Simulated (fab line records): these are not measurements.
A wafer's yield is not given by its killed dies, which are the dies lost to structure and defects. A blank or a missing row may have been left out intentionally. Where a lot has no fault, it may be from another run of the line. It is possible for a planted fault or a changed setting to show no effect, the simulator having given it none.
fab line records | flow sky130
record: lots: 9 wafers: 27 last_day: 49
route steps=708 shown METAL2@499 VIA2@528 CAPM@539 PAD_OPEN@708
lots untouched by any fault: they come from a run of this same line in which no faults occurred
start_h: hours from the record's first day to the start of the lot's first wafer shown | wait_h: hours since the lot's step before | " the same as in the row above | L1.1+2: a row that stands for several wafers | - no value, or no start given | * or withheld: withheld | < > ~ a bound
route shown NAME@n: a module of which the file shows steps, and the number in the route of the first | usual: mean/standard deviation of fault-free wafers | same: alike in all rows | chamber/n: place in a boat | sites: per-site readings | _std_site: the standard deviation of these | _edge_site: the outer-site mean with the inner-site mean subtracted | radius_mm: for every site, how far away it sits from the centre of the wafer | mask NAME#n: copy n | behind: the last tool/chamber to shape the wafer | hold: reason for holding the lot/hours on hold/outcome of the hold | device: the transistor (n, p or np) that didn't switch | end of line: the same wafers' tests at the end of the route | a step without rows: its recipe alone | killed: at the first sort, the dies lost to defects and structure; wafer yield is something else | map: a wafer's dies, x killed, . not, _ none there
set.NAME: the run value of the setting; set.NAME@STEP: its run value at that earlier step | model.NAME: the simulator's own value behind a step, which no gauge read
steps of the route over a sample of lots; a table a step, a row a wafer
services: a tool's chamber out of use, with start hour (start_h, from the record's first day; less than 0 if before it), hours out, and reason
== steps ==
step: SKY_METAL2_OVL_MEAS_16
usual: METAL2_OVL: -1/5.4
columns lot.wafer tool chamber start_h wait_h METAL2_OVL[nm]
L525.2 overlay-02 - 813.58 0.1 0
L525.5 " - " " 2
L525.6 " - " " -1
L528.1 overlay-01 - 837.08 0.1 0
L528.3 " - " " 1
L528.4 " - " " 0
L530.1 overlay-01 - 854.03 0.1 2
L530.2 " - " " 1
L530.3 " - " " 0
L531.1 overlay-02 - 863.78 0.1 -4
L531.2 " - " " 5
L531.6 " - " " 3
L533.1 overlay-01 - 895.82 0.1 -10
L533.4 " - " " -2
L533.6 " - " " -3
L536.1 overlay-02 - 907.08 0.1 -5
L536.4 " - " " -3
L536.6 " - " " -5
L543.2 overlay-01 - 961.33 0.1 3
L543.3 " - " " 5
L543.6 " - " " 0
L544.1 overlay-02 - 961.98 0.1 -5
L544.3 " - " " -2
L544.4 " - " " -3
L545.3 overlay-02 - 962.59 0.1 8
L545.4 " - " " 17
L545.6 " - " " 7
step: SKY_METAL2_METAL_ETCH_19
recipe: target_depth_a: 3600 stop_on: SiO2 over_etch_frac: 0.3 time_s: 78 chemistry: Cl2/BCl3 resist_sidewall_deg: 88 pressure_mtorr: 10 icp_w: 900 bias_w: 48.5 Cl2_flow_sccm: 60 bcl3_flow_sccm: 30
usual: drypump_motor_current_A: 5.7/0.42 oes_product_au: 0.855/0.0058 throttle_valve_pct: 22.266/0.0089
columns lot.wafer tool chamber start_h wait_h drypump_motor_current_A oes_product_au rf_hours_counter_h throttle_valve_pct
L525.2 rie_metal-01 0 813.70 0.0 5.1 0.852 3 22.259
L525.5 " 0 " " 5.1 0.845 - 22.259
L525.6 " 1 " " 6.0 0.855 - 22.265
L528.1 rie_metal-01 0 837.21 0.0 5.1 0.850 4 22.268
L528.3 " 0 " " 5.1 0.848 - 22.270
L528.4 " 1 " " 6.0 0.862 - 22.271
L530.1 rie_metal-02 0 854.16 0.0 6.6 0.849 17 22.264
L530.2 " 1 " " 6.0 0.856 13 22.279
L530.3 " 0 " " 6.5 0.860 - 22.264
L531.1 rie_metal-03 0 864.01 0.1 5.4 0.855 9 22.270
L531.2 " 0 " " 5.4 0.856 - 22.257
L531.6 " 0 " " 5.4 0.865 - 22.264
L533.1 rie_metal-01 1 895.96 0.0 6.0 0.855 1 22.254
L533.4 " 1 " " 6.0 0.866 - 22.261
L533.6 " 1 " " 6.0 0.858 - 22.277
L536.1 rie_metal-03 0 907.21 0.0 5.4 0.856 12 22.252
L536.4 " 1 " " 5.6 0.858 - 22.267
L536.6 " 0 " " 5.4 0.858 - 22.275
L543.2 rie_metal-02 1 961.46 0.0 6.0 0.850 3 22.253
L543.3 " 1 " " 6.0 0.856 - 22.252
L543.6 " 1 " " 6.0 0.853 - 22.263
L544.1 rie_metal-03 1 962.11 0.0 5.6 0.853 4 22.261
L544.3 " 0 " " 5.4 0.854 - 22.268
L544.4 " 1 " " 5.6 0.850 - 22.274
L545.3 rie_metal-02 1 963.21 0.1 6.0 0.852 - 22.271
L545.4 " 0 " " 6.6 0.849 - 22.257
L545.6 " 1 " " 6.1 0.851 - 22.276
step: SKY_VIA2_CVD_21
recipe: material: W target_thk_nm: 420 time_s: 126.4 temp_c: 400 pressure_torr: 40
usual: heater_power_outer_w: 522/20 heater_power_w: 830/40 susceptor_temp_C: 399.99/0.23
columns lot.wafer tool chamber start_h wait_h heater_power_outer_w heater_power_w susceptor_temp_C
L525.2 cvd_w-02 1 842.77 0.0 500 809 399.60
L525.5 " 1 " " 524 837 400.24
L525.6 " 0 " " 527 818 399.88
L528.1 cvd_w-01 0 866.50 0.0 558 893 399.90
L528.3 " 0 " " 542 889 400.31
L528.4 " 1 " " 508 800 400.08
L530.1 cvd_w-01 1 882.53 0.0 494 799 399.69
L530.2 " 0 " " 539 897 400.08
L530.3 " 1 " " 502 786 400.04
L531.1 cvd_w-02 1 891.88 0.0 527 797 400.54
L531.2 " 0 " " 542 852 399.88
L531.6 " 0 " " 547 817 400.46
L533.1 cvd_w-02 0 923.24 0.0 496 781 400.05
L533.4 " 1 " " 530 811 399.87
L533.6 " 1 " " 533 824 399.76
L536.1 cvd_w-01 0 935.24 0.0 559 878 399.81
L536.4 " 0 " " 541 907 399.96
L536.6 " 0 " " 543 890 399.64
L543.2 cvd_w-02 1 987.28 0.0 517 816 400.15
L543.3 " 0 " " 509 800 399.82
L543.6 " 0 " " 492 795 400.05
L544.1 cvd_w-01 0 988.33 0.0 544 895 400.59
L544.3 " 0 " " 544 905 400.14
L544.4 " 1 " " 507 814 400.12
L545.3 cvd_w-01 1 989.07 0.1 517 785 399.59
L545.4 " 0 " " 553 898 400.14
L545.6 " 0 " " 538 891 399.63
step: SKY_CAPM_SPUTTER_02
recipe: material: TiN target_thk_nm: 200 temp_c: 300 power_w: 6500 time_s: 166.7 chamber_pressure_pa: 0.4
usual: cathode_dc_power_W: 6500.1/1.1 substrate_temp_c: 300.02/0.2 susceptor_temp_C: 300.00/0.18 throttle_valve_pct: 30.4/0.82
columns lot.wafer tool chamber start_h wait_h cathode_dc_power_W substrate_temp_c susceptor_temp_C throttle_valve_pct
L525.2 pvd_sputter-01 - 843.62 0.0 6499.7 300.11 300.20 30.3
L525.5 " - " " 6500.2 299.82 300.23 29.8
L525.6 " - " " 6500.1 299.87 300.05 32.0
L528.1 pvd_sputter-03 - 867.35 0.1 6501.6 299.82 299.68 29.9
L528.3 " - " " 6499.9 299.69 299.26 30.0
L528.4 " - " " 6500.3 299.90 300.12 31.5
L530.1 pvd_sputter-03 - 883.37 0.1 6501.3 300.08 300.16 29.9
L530.2 " - " " 6499.5 300.19 300.01 31.5
L530.3 " - " " 6497.8 299.94 300.24 29.8
L531.1 pvd_sputter-01 - 892.72 0.1 6502.8 299.79 300.17 31.7
L531.2 " - " " 6500.6 300.28 300.00 31.4
L531.6 " - " " 6500.5 300.26 299.85 31.5
L533.1 pvd_sputter-01 - 924.09 0.1 6500.3 299.87 300.15 29.7
L533.4 " - " " 6498.0 300.14 299.84 30.4
L533.6 " - " " 6498.9 300.11 300.10 31.6
L536.1 pvd_sputter-03 - 936.09 0.1 6497.5 299.85 300.03 31.3
L536.4 " - " " 6500.1 299.87 299.77 29.2
L536.6 " - " " 6499.6 300.35 300.21 31.1
L543.2 pvd_sputter-01 - 988.12 0.0 6500.6 299.73 300.10 31.5
L543.3 " - " " 6499.6 299.96 300.04 29.8
L543.6 " - " " 6500.5 299.82 300.12 31.6
L544.1 pvd_sputter-03 - 989.17 0.1 6015.8 300.02 300.00 29.2
L544.3 " - " " 6016.2 299.84 299.99 29.8
L544.4 " - " " 6016.4 300.07 300.00 31.4
L545.3 pvd_sputter-03 - 990.11 0.0 6015.0 299.59 299.64 31.5
L545.4 " - " " 6014.7 299.90 299.91 29.4
L545.6 " - " " 6017.4 299.85 299.53 31.6
step: SKY_CAPM_RS_MEAS_03
recipe: thk_meas_gauge: four-point-probe reads: TiN_of_CAPM_SPUTTER_02
usual: CAPM_TIN_RS: 6.95/0.066
columns lot.wafer tool chamber start_h wait_h CAPM_TIN_RS[ohm/sq]
L525.2 film_metro-04 - 843.75 0.1 6.80
L525.5 " - " " 6.78
L525.6 " - " " 6.91
L528.1 film_metro-01 - 867.46 0.1 6.95
L528.3 " - " " 6.96
L528.4 " - " " 6.99
L530.1 film_metro-02 - 883.48 0.1 6.95
L530.2 " - " " 7.00
L530.3 " - " " 7.00
L531.1 film_metro-01 - 892.83 0.1 7.01
L531.2 " - " " 6.95
L531.6 " - " " 6.99
L533.1 film_metro-01 - 924.20 0.1 6.89
L533.4 " - " " 6.94
L533.6 " - " " 6.94
L536.1 film_metro-01 - 936.20 0.1 7.04
L536.4 " - " " 7.00
L536.6 " - " " 7.11
L543.2 film_metro-04 - 988.25 0.1 6.86
L543.3 " - " " 6.96
L543.6 " - " " 6.90
L544.1 film_metro-04 - 989.28 0.1 7.43
L544.3 " - " " 7.46
L544.4 " - " " 7.44
L545.3 film_metro-02 - 990.26 0.1 7.68
L545.4 " - " " 7.63
L545.6 " - " " 7.67
step: SKY_CAPM_THK_MEAS_04
recipe: thk_meas_gauge: xrf reads: TiN_of_CAPM_SPUTTER_02
usual: CAPM_TIN_THK: 198.7/2.1
columns lot.wafer tool chamber start_h wait_h CAPM_TIN_THK[nm]
L525.2 film_metro-04 - 843.86 0.1 204.0
L525.5 " - " " 204.9
L525.6 " - " " 201.4
L528.1 film_metro-01 - 867.58 0.1 199.1
L528.3 " - " " 198.0
L528.4 " - " " 197.3
L530.1 film_metro-02 - 883.60 0.1 197.3
L530.2 " - " " 197.6
L530.3 " - " " 197.2
L531.1 film_metro-01 - 892.95 0.1 197.6
L531.2 " - " " 199.4
L531.6 " - " " 198.1
L533.1 film_metro-01 - 924.32 0.1 201.1
L533.4 " - " " 200.4
L533.6 " - " " 200.3
L536.1 film_metro-01 - 936.32 0.1 196.2
L536.4 " - " " 196.9
L536.6 " - " " 194.3
L543.2 film_metro-04 - 988.36 0.1 201.2
L543.3 " - " " 198.1
L543.6 " - " " 199.5
L544.1 film_metro-04 - 989.40 0.1 186.1
L544.3 " - " " 185.9
L544.4 " - " " 185.4
L545.3 film_metro-02 - 990.36 0.1 179.7
L545.4 " - " " 180.5
L545.6 " - " " 180.1
step: SKY_CAPM_METAL_ETCH_13
recipe: target_depth_nm: 220 stop_on: SiO2 chemistry: Cl2/BCl3 target: TiN pressure_mtorr: 10 icp_w: 900 bias_w: 48.5 Cl2_flow_sccm: 60 bcl3_flow_sccm: 30 time_s: 62.9
usual: drypump_motor_current_A: 5.48/0.28 oes_product_au: 0.938/0.0069 throttle_valve_pct: 21.903/0.01
columns lot.wafer tool chamber start_h wait_h drypump_motor_current_A oes_product_au rf_hours_counter_h throttle_valve_pct
L525.2 rie_metal-04 1 869.55 0.0 5.09 0.951 14 21.887
L525.5 " 0 " " 5.87 0.955 - 21.894
L525.6 " 1 " " 5.07 0.942 - 21.913
L528.1 rie_metal-04 0 893.29 0.0 5.87 0.950 10 21.907
L528.3 " 0 " " 5.88 0.945 - 21.897
L528.4 " 1 " " 5.10 0.933 - 21.900
L530.1 rie_metal-04 1 908.69 0.0 5.12 0.942 16 21.901
L530.2 " 0 " " 5.85 0.936 11 21.910
L530.3 " 1 " " 5.12 0.937 - 21.907
L531.1 rie_metal-03 0 916.74 0.0 5.42 0.928 13 21.882
L531.2 " 1 " " 5.57 0.935 2 21.891
L531.6 " 1 " " 5.59 0.937 - 21.928
L533.1 rie_metal-03 1 947.49 0.0 5.58 0.947 3 21.897
L533.4 " 1 " " 5.56 0.939 - 21.906
L533.6 " 1 " " 5.61 0.937 - 21.894
L536.1 rie_metal-03 0 959.49 0.0 5.38 0.932 14 21.919
L536.4 " 0 " " 5.39 0.933 - 21.907
L536.6 " 1 " " 5.62 0.926 - 21.923
L543.2 rie_metal-03 1 1010.79 0.0 5.58 0.933 8 21.922
L543.3 " 0 " " 5.42 0.934 - 21.897
L543.6 " 1 " " 5.59 0.948 - 21.890
L544.1 rie_metal-04 0 1011.89 0.0 5.88 0.899 15 21.929
L544.3 " 0 " " 5.88 0.897 - 21.934
L544.4 " 0 " " 5.87 0.904 - 21.916
L545.3 rie_metal-03 0 1012.97 0.0 5.39 0.891 - 21.931
L545.4 " 1 " " 5.58 0.893 - 21.925
L545.6 " 1 " " 5.53 0.881 - 21.937
step: SKY_PAD_OPEN_PROBE_99
usual: defect_limited_yield: 82.5/1.8 killed_at_M0_to_M3: 42/6.6 killed_at_M4_up: 3.0/1.8 killed_at_contacts: 25/5.1 killed_at_front_end: 15/4.4 killed_at_other: 0.3/0.56 killed_dies: 86/8.6 killed_on_rim: 17/3.9 killed_open: 47/6.9 killed_short: 38/6 sort_bin_3_pad_short: 0.8/0.42 sort_bin_5_function: 10.6/1.5 sort_bin_6_memory: 6.1/1.1 sort_n_pass: 406/8.6 sort_yield_pct: 82.5/1.8
same: gross_dies: 492 killed_at_back_side: 0 sort_bin_4_leakage[%]: 0 sort_bin_8_speed[%]: 0
columns lot.wafer tool chamber start_h wait_h defect_limited_yield[%] killed_at_M0_to_M3 killed_at_M4_up killed_at_contacts killed_at_front_end killed_at_other killed_dies killed_on_rim killed_open killed_short sort_bin_3_pad_short[%] sort_bin_5_function[%] sort_bin_6_memory[%] sort_n_pass sort_yield_pct[%]
L525.2 prober-01 - 1068.52 0.1 81.3 44 6 21 21 0 92 17 51 41 1.2 10.8 6.7 400 81.3
L525.5 prober-01 - 1068.67 0.2 83.7 35 4 25 16 0 80 13 47 33 0.8 8.7 6.7 412 83.7
L525.6 prober-01 - 1068.72 0.2 82.3 43 2 27 14 1 87 17 58 29 0.4 10.4 6.9 405 82.3
L528.1 prober-02 - 1087.36 0.1 82.7 37 3 25 20 0 85 13 44 41 0.6 11.2 5.5 407 82.7
L528.3 prober-02 - 1087.46 0.2 80.7 34 2 45 14 0 95 21 61 34 0.4 11.2 7.7 397 80.7
L528.4 prober-02 - 1087.51 0.2 82.5 45 3 31 7 0 86 17 41 45 0.4 11.4 5.7 406 82.5
L531.1 prober-01 - 1107.18 0.1 79.5 48 6 24 23 0 101 22 51 50 0.4 15.0 5.1 391 79.5
L531.2 prober-01 - 1107.23 0.1 78.0 52 0 33 23 0 108 16 63 45 1.0 14.2 6.7 384 78.0
L531.6 prober-01 - 1107.43 0.2 82.5 40 3 24 18 1 86 13 46 40 0.8 9.1 7.5 406 82.5
L533.1 prober-01 - 1131.93 0.1 82.3 36 5 28 18 0 87 16 47 40 0.4 11.8 5.5 405 82.3
L533.4 prober-01 - 1132.08 0.2 81.7 43 6 22 19 0 90 17 47 43 1.0 10.6 6.7 402 81.7
L533.6 prober-01 - 1132.18 0.2 83.3 38 4 24 16 0 82 13 47 35 1.2 9.3 6.1 410 83.3
L536.1 prober-02 - 1143.53 0.1 82.9 34 4 23 23 0 84 18 34 49 1.2 10.0 5.9 408 82.9
L536.4 prober-02 - 1143.68 0.2 82.3 50 1 25 11 0 87 11 45 41 0.8 8.5 8.3 405 82.3
L536.6 prober-02 - 1143.78 0.2 82.7 44 6 24 11 0 85 20 40 45 0.8 11.2 5.3 407 82.7
L545.3 prober-01 - 1182.91 0.2 82.1 49 0 25 14 0 88 21 46 42 0.6 10.6 6.7 404 82.1
L545.4 prober-01 - 1182.96 0.2 83.3 36 7 22 15 2 82 13 48 34 1.0 11.2 4.5 410 83.3
L545.6 prober-01 - 1183.06 0.2 85.2 34 3 23 12 1 73 12 45 28 0.6 9.1 5.1 419 85.2
killed by level:class
L525.2 VIA1:geometric_particle:open=14 FIELD_ISO:geometric_particle:short=9 CONTACT:geometric_particle:open=9 LI_CONTACT:geometric_particle:open=6 VIA2:geometric_particle:open=6 POLY_GATE:geometric_particle:short=5 VIA3:geometric_particle:short=5 FIELD_ISO:geometric_particle:open=4
L525.5 CONTACT:geometric_particle:open=13 VIA1:geometric_particle:open=10 FIELD_ISO:geometric_particle:short=7 METAL1:geometric_particle:short=7 LI_CONTACT:geometric_particle:open=6 POLY_GATE:geometric_particle:open=4 VIA3:geometric_particle:open=4 VIA1:geometric_particle:short=3
L525.6 VIA1:geometric_particle:open=20 CONTACT:geometric_particle:open=12 LI_CONTACT:geometric_particle:open=7 VIA3:geometric_particle:open=6 LOCAL_INTERCONNECT:geometric_particle:short=4 VIA1:geometric_particle:short=4 VIA2:geometric_particle:open=4 FIELD_ISO:geometric_particle:short=3
L528.1 VIA1:geometric_particle:open=11 CONTACT:geometric_particle:open=10 FIELD_ISO:geometric_particle:short=7 POLY_GATE:geometric_particle:short=6 VIA2:geometric_particle:open=6 LI_CONTACT:geometric_particle:open=5 LOCAL_INTERCONNECT:geometric_particle:short=5 METAL2:geometric_particle:short=5
L528.3 CONTACT:geometric_particle:open=18 LI_CONTACT:geometric_particle:open=16 VIA2:geometric_particle:open=7 METAL1:geometric_particle:short=5 POLY_GATE:geometric_particle:open=4 POLY_GATE:geometric_particle:short=4 LOCAL_INTERCONNECT:geometric_particle:open=3 SPACER:geometric_particle:open=3
L528.4 VIA1:geometric_particle:open=11 CONTACT:geometric_particle:open=10 VIA1:geometric_particle:short=8 METAL2:geometric_particle:short=7 LI_CONTACT:geometric_particle:open=6 CONTACT:geometric_particle:short=6 METAL1:geometric_particle:short=5 LI_CONTACT:geometric_particle:short=4
L531.1 CONTACT:geometric_particle:open=9 VIA1:geometric_particle:open=9 FIELD_ISO:geometric_particle:short=8 VIA2:geometric_particle:open=8 LOCAL_INTERCONNECT:geometric_particle:short=7 VIA1:geometric_particle:short=7 METAL4:geometric_particle:short=6 VIA3:geometric_particle:open=6
L531.2 CONTACT:geometric_particle:open=12 LI_CONTACT:geometric_particle:open=11 VIA1:geometric_particle:open=9 VIA2:geometric_particle:open=9 POLY_GATE:geometric_particle:open=7 METAL1:geometric_particle:short=5 VIA2:geometric_particle:short=5 VIA3:geometric_particle:open=5
L531.6 VIA1:geometric_particle:open=9 LI_CONTACT:geometric_particle:open=8 VIA2:geometric_particle:open=8 FIELD_ISO:geometric_particle:open=6 CONTACT:geometric_particle:open=6 FIELD_ISO:geometric_particle:short=5 VIA2:geometric_particle:short=5 POLY_GATE:geometric_particle:short=4
L533.1 CONTACT:geometric_particle:open=11 VIA1:geometric_particle:open=11 FIELD_ISO:geometric_particle:short=8 LI_CONTACT:geometric_particle:open=7 FIELD_ISO:geometric_particle:open=6 CONTACT:geometric_particle:short=6 METAL1:geometric_particle:short=6 METAL3:geometric_particle:short=4
L533.4 CONTACT:geometric_particle:open=10 VIA1:geometric_particle:open=8 FIELD_ISO:geometric_particle:open=6 FIELD_ISO:geometric_particle:short=6 VIA3:geometric_particle:open=6 VIA2:geometric_particle:open=6 LI_CONTACT:geometric_particle:open=5 METAL4:geometric_particle:short=5
L533.6 VIA1:geometric_particle:open=10 CONTACT:geometric_particle:open=10 METAL1:geometric_particle:short=6 VIA3:geometric_particle:open=6 LI_CONTACT:geometric_particle:open=5 VIA2:geometric_particle:open=5 CONTACT:geometric_particle:short=4 VIA1:geometric_particle:short=4
L536.1 FIELD_ISO:geometric_particle:short=9 VIA1:geometric_particle:open=9 POLY_GATE:geometric_particle:short=8 CONTACT:geometric_particle:short=8 LI_CONTACT:geometric_particle:open=5 VIA3:geometric_particle:open=5 CONTACT:geometric_particle:open=5 METAL2:geometric_particle:short=5
L536.4 VIA1:geometric_particle:open=10 LI_CONTACT:geometric_particle:open=8 VIA3:geometric_particle:open=8 METAL2:geometric_particle:short=7 LOCAL_INTERCONNECT:geometric_particle:short=6 CONTACT:geometric_particle:open=6 VIA2:geometric_particle:open=6 VIA1:geometric_particle:short=6
L536.6 VIA2:geometric_particle:open=9 VIA1:geometric_particle:open=8 LI_CONTACT:geometric_particle:open=6 CONTACT:geometric_particle:open=6 VIA2:geometric_particle:short=6 CONTACT:geometric_particle:short=5 VIA3:geometric_particle:short=5 VIA1:geometric_particle:short=4
L545.3 VIA1:geometric_particle:open=11 CONTACT:geometric_particle:open=7 LOCAL_INTERCONNECT:geometric_particle:short=6 POLY_GATE:geometric_particle:open=5 METAL1:geometric_particle:short=5 VIA1:geometric_particle:short=5 POLY_GATE:geometric_particle:short=4 LI_CONTACT:geometric_particle:open=4
L545.4 VIA2:geometric_particle:open=10 VIA1:geometric_particle:open=9 LI_CONTACT:geometric_particle:open=7 METAL4:geometric_particle:short=7 CONTACT:geometric_particle:open=6 CONTACT:geometric_particle:short=5 METAL1:geometric_particle:short=5 VIA3:geometric_particle:open=5
L545.6 LI_CONTACT:geometric_particle:open=8 VIA1:geometric_particle:open=8 CONTACT:geometric_particle:open=7 FIELD_ISO:geometric_particle:short=6 VIA2:geometric_particle:open=6 METAL2:geometric_particle:short=5 LI_CONTACT:geometric_particle:short=4 VIA3:geometric_particle:open=4
== services ==
columns tool chamber start_h hours kind
cvd_w-02 - 823.88 14.6 pm
cvd_w-02 1 850.13 14.2 repair
pvd_sputter-03 - 856.92 1.0 repair
rie_metal-03 1 861.91 - clean
rie_metal-03 1 861.91 14.5 scheduled_down
rie_metal-03 1 861.91 14.5 vent_cycle
rie_metal-02 - 861.96 14.6 pm
rie_metal-02 - 884.19 5.3 repair
rie_metal-02 - 898.65 2.8 pm
cvd_w-02 - 904.00 14.0 pm
cvd_w-02 0 904.00 14.0 vent_cycle
cvd_w-02 1 904.00 14.0 vent_cycle
rie_metal-03 - 911.11 2.8 pm
rie_metal-01 0 912.01 19.8 repair
pvd_sputter-03 - 916.19 1.5 repair
cvd_w-02 0 918.00 - clean
pvd_sputter-03 1 934.41 - consumable_replace:kit
pvd_sputter-03 1 934.41 18.0 scheduled_down
pvd_sputter-03 1 934.41 18.0 vent_cycle
pvd_sputter-01 - 935.25 5.0 repair
rie_metal-04 0 957.42 42.1 repair
rie_metal-01 - 974.02 67.0 repair
rie_metal-04 1 989.51 25.2 repair
cvd_w-01 1 995.29 - calibration
== key ==
first_sign: step: SKY_CAPM_SPUTTER_02 reading: cathode_dc_power_W direction: down sigmas: 99+ usual: 6500.1 struck: 6015.9
effect: step: SKY_CAPM_RS_MEAS_03 reading: CAPM_TIN_RS direction: up sigmas: 9 usual: 6.95 struck: 7.55
effect: step: SKY_CAPM_THK_MEAS_04 reading: CAPM_TIN_THK direction: down sigmas: 7.6 usual: 198.7 struck: 182.9
effect: step: SKY_CAPM_METAL_ETCH_13 reading: oes_product_au direction: down sigmas: 6.4 usual: 0.938 struck: 0.894
met_at SKY_CAPM_SPUTTER_02
struck_lots L544,L545
not_acting_at SKY_METAL2_OVL_MEAS_16,SKY_METAL2_METAL_ETCH_19,SKY_VIA2_CVD_21
onset_between 936.09 989.17
fault: kind: process_parameter_drift tool: pvd_sputter-03 chamber: - onset_h: 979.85 steps: SKY_CAPM_SPUTTER_02 channel: power_w offset: * shape: step end_h: 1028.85 acts_in: * stated: *
